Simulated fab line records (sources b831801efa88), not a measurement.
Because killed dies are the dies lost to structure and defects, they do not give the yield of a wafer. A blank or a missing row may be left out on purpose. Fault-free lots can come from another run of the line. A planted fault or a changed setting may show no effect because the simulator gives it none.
One fault through the eyes of 2 desks ; flow sky130 ; each desk holds nothing but its own numbers, with what lay behind them at the end

== DESK OF THE TOOL OWNER: implanter-01 ==
The tool's own readings at SKY_NWELL_IMPLANT_24: means of the sampled wafers that have a number, for each lot that ran on this tool. Marked OUT: a lot whose mean sits more than 4 standard deviations from the usual mean, which makes it out of limits; the brackets give that distance.
Columns: A = beamEnergyKeV at SKY_NWELL_IMPLANT_24, usual 140.00
lot;first seen here;A
L472;day 5 21:48;140.07
L473;day 6 08:41;140.02
L479;day 7 19:07;140.05
L480;day 8 01:49;139.96
L481;day 8 08:06;139.98
L482;day 8 14:25;135.61 (-99 or more) OUT
L483;day 8 18:38;135.64 (-99 or more) OUT
Finding of this desk: L482, L483 out of limits; the first was L482 at day 8 14:25, on beamEnergyKeV at SKY_NWELL_IMPLANT_24. L472, L473, L479, L480, L481: within limits.

== FROM THE METROLOGY DESK ==
Means of the sampled wafers that have a number, per lot and without regard to the tool the lot ran on: this is what the gauges read. Marked OUT: a lot whose mean sits more than 4 standard deviations from the usual mean, which makes it out of limits; the brackets give that distance.
Columns: A = FIELD_ISO_OXIDATION_00_THK at SKY_FIELD_ISO_THK_MEAS_02, usual 11.64 nm; B = NWELL_2_TW at SKY_NWELL_TW_MEAS_26, usual 495.3; C = VT_ADJUST_LVTN_01_OVL at SKY_VT_ADJUST_LVTN_OVL_MEAS_18, usual 0.1 nm
lot;first seen here;A;B;C
L471;day 1 21:42;11.66;495.2;-0.7
L472;day 2 03:16;11.49;495.2;-0.7
L473;day 2 08:31;11.68;494.9;-0.6
L474;day 2 13:04;11.65;497.3;0.7
L476;day 2 22:41;11.64;493.7;-0.2
L479;day 3 14:24;11.31;496.7;-0.1
L480;day 3 18:49;11.48;498.0;1.3
L481;day 3 23:38;11.86;496.7;0.5
L482;day 4 05:10;11.63;491.8;-0.8
L483;day 4 09:47;11.73;493.7;-0.8
L484;day 4 14:38;11.84;498.1;0.7
L485;day 4 19:38;11.67;494.1;-0.8
L491;day 6 04:27;11.90;495.1;-1.6
L492;day 6 07:31;11.43;494.4;0.6
This desk's finding: nothing out of limits on any of the 14 lots.

== BROUGHT TOGETHER ==
The tool owner's desk had the chance to raise an alarm at day 8 14:25 on L482, L483.
Nothing out of limits was seen by the metrology desk.
The metrology desk has L482, L483 on record, within its limits.
SKY_NWELL_IMPLANT_24 was run on implanter-01 by each of the lots named.

== WHAT WAS PUT IN BY THE SIMULATOR ==
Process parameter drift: implanter-01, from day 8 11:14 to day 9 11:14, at SKY_NWELL_IMPLANT_24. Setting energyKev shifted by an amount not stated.
Lots struck among those shown: L482, L483.
Delay in hours, fault start to first out-of-limits reading, by desk: the tool owner's desk at 3.
